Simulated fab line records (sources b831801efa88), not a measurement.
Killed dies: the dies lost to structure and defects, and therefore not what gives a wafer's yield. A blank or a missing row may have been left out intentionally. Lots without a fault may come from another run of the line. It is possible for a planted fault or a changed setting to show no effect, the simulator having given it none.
Code-filled problem report in 8D (eight disciplines) form | flow sky130 | the parts of the form that need people (team, actions taken, sign-off) are left out

== 1. WHAT WENT WRONG ==
Mean of stripTimeToEndpointS at SKY_METAL5_STRIP_16: 10.44 s across 6 wafers in 2 lots; on wafers with no fault it is 13.11 s (standard deviation 0.088). That is -30 standard deviations from the usual mean.
The step: strips in O2/N2.
First observed at day 47 07:18: wafer L813.1, on plasmaAsher-04. The record has a number at this step for 33 wafers belonging to 11 lots. Rule for "out" (also "out of limits"): further than 4 standard deviations from the usual mean. The rest of the wafers with a number are treated as sound.

== 2. WHAT THIS IS AND IS NOT ==
question                    | is                                 | is not
which readings at this step | stripTimeToEndpointS, oesProductAu | drypumpMotorCurrentA
which lots                  | L813, L819                         | L801, L802, L805, L808, L809, L810, L812, L821, L823
which wafers of those lots  | all that have a number             | -
read on which tools         | plasmaAsher-01, plasmaAsher-04     | plasmaAsher-02
when                        | from day 47 07:18                  | up to then (21 sound wafers); but 6 sound wafers of L821, L823 came after

== 3. THE SUSPECTS, EACH WITH WHAT RULES IT OUT ==
Counting: a tool at a process step up to the reading stays a suspect if it ran every lot that is out and no sound lot after the first of them.
- rieMetal-02 at SKY_METAL5_METAL_ETCH_15 (etches the open film in Cl2/BCl3, stops on SiO2, target depth 1260 nm, time 252 s): kept. All lots that are out passed through it, beginning with L813 at day 47 07:04, and no sound lot followed; its final sound lot before that point was L812 at day 47 03:48.
Remaining after the count: rieMetal-02 at SKY_METAL5_METAL_ETCH_15.

== 4. THE CAUSE (what the simulator had put in) ==
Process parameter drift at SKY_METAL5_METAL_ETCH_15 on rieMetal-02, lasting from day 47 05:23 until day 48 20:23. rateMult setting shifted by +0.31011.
The count eliminated every tool but this one.

== 5. THE CHAIN OF EFFECTS, in route order ==
Each row: a reading whose mean over the struck wafers that have a number lies more than 3 standard deviations from the usual. Readings are gone through only where the record gives a usual standard deviation; hours: the median, over the lots, of the time from a lot's start at the first step in this table giving one to that lot's start at this step; sigmas: the change measured in usual standard deviations.
hours | step                | reading              | usual      | on struck wafers | change | sigmas
0     | SKY_METAL5_STRIP_16 | oesProductAu         | 0.711 a.u. | 0.661            | -0.050 | -10
0     | SKY_METAL5_STRIP_16 | stripTimeToEndpointS | 13.11 s    | 10.44            | -2.67  | -30
Its process steps:
- SKY_METAL5_STRIP_16: strips in O2/N2.
At these later measuring or inspecting steps, every struck wafer for which the step has a row has a number for every such reading, and none has moved that far: SKY_PASSIVATION_THK_MEAS_03.

== 6. WHAT WOULD HAVE CAUGHT IT SOONER ==
First out-of-limits reading in this record: day 47 07:18, which is 2 hours after fault onset at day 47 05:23.
Tool readings at SKY_METAL5_METAL_ETCH_15 with a usual standard deviation given in the record: none out on any struck wafer, hence no alarm at a limit of 4 standard deviations on them.
Lots out: 2; of these, L819 started SKY_METAL5_METAL_ETCH_15 on rieMetal-02 after day 47 07:18. Had the tool been put on hold then, it would have been spared.
